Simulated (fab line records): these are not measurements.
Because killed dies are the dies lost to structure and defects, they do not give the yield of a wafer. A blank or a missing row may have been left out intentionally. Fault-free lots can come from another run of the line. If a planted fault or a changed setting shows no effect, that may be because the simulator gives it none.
One fault seen from 2 desks + flow gf180mcu + each desk has only its own numbers; what lay behind them comes last

== THE METROLOGY DESK ==
Means of the sampled wafers that have a number, per lot and without regard to the tool the lot ran on: this is what the gauges read. Marked OUT: a lot whose mean sits more than 4 standard deviations from the usual mean, which makes it out of limits; the brackets give that distance.
Columns: A = cd_nm at GF_STI_CD_MEAS_12, usual 220.4 nm; B = VT_IMPLANT_01_OVL at GF_VT_IMPLANT_OVL_MEAS_18, usual -0.4 nm
| lot  | first seen here | A     | B    |
|------|-----------------|-------|------|
| L602 | day 2 15:40     | 220.5 | -0.6 |
| L603 | day 2 22:17     | 220.5 | -0.8 |
| L604 | day 2 23:59     | 220.0 | 1.1  |
| L606 | day 3 07:58     | 219.6 | -1.8 |
| L609 | day 4 02:15     | 220.0 | -0.5 |
| L610 | day 4 05:43     | 222.8 | 0.4  |
| L611 | day 4 09:32     | 220.6 | -0.4 |
| L612 | day 4 18:53     | 220.0 | -1.6 |
| L613 | day 5 00:46     | 220.3 | -0.8 |
| L614 | day 5 04:19     | 219.5 | 0.5  |
| L615 | day 5 06:33     | 220.0 | 0.6  |
| L616 | day 5 11:20     | 220.7 | -0.1 |
| L617 | day 5 17:14     | 219.4 | -2.4 |
| L619 | day 6 03:16     | 221.9 | 0.7  |
This desk's finding: nothing out of limits on any of the 14 lots.

== THE TOOL OWNER'S DESK: wet_bench-04 ==
The tool's own readings at GF_STI_WET_ETCH_26 (etches SiO2 in dHF, target depth 94 nm, time 188 s): means of the sampled wafers that have a number, for each lot that ran on this tool. Marked OUT: a lot whose mean sits more than 4 standard deviations from the usual mean, which makes it out of limits; the brackets give that distance.
Columns: A = bath_heat_duty_pct at GF_STI_WET_ETCH_26, usual 5.8 %; B = run_length_s at GF_STI_WET_ETCH_26, usual 216 s; C = temp_c at GF_STI_WET_ETCH_26, usual 25.03 C
| lot  | first seen here | A   | B             | C     |
|------|-----------------|-----|---------------|-------|
| L609 | day 4 08:35     | 5.2 | 214           | 25.03 |
| L610 | day 4 08:35     | 5.8 | 214           | 25.08 |
| L611 | day 4 14:00     | 5.3 | 214           | 24.85 |
| L612 | day 4 21:14     | 5.9 | 214           | 25.05 |
| L613 | day 5 04:07     | 6.1 | 215           | 25.07 |
| L615 | day 5 09:20     | 6.6 | 159 (-18) OUT | 25.09 |
| L619 | day 6 05:36     | 5.7 | 152 (-20) OUT | 25.02 |
This desk's verdict: out of limits on L615, L619, starting with L615 at day 5 09:20 (run_length_s at GF_STI_WET_ETCH_26). L609, L610, L611, L612, L613 stayed within limits.

== TAKEN TOGETHER ==
An alarm could have come from the tool owner's desk at day 5 09:20, on L615, L619.
The metrology desk saw nothing out of limits.
The metrology desk holds a record of L615, L619, inside its limits.
Every lot named ran GF_STI_WET_ETCH_26 on wet_bench-04.

== WHAT HAD BEEN PUT IN BY THE SIMULATOR ==
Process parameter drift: wet_bench-04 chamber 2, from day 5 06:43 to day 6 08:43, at GF_STI_WET_ETCH_26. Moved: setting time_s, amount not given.
Struck lots among those shown: L615, L619.
Each desk's first reading out of limits, in hours after the fault started: the tool owner's desk, 3.
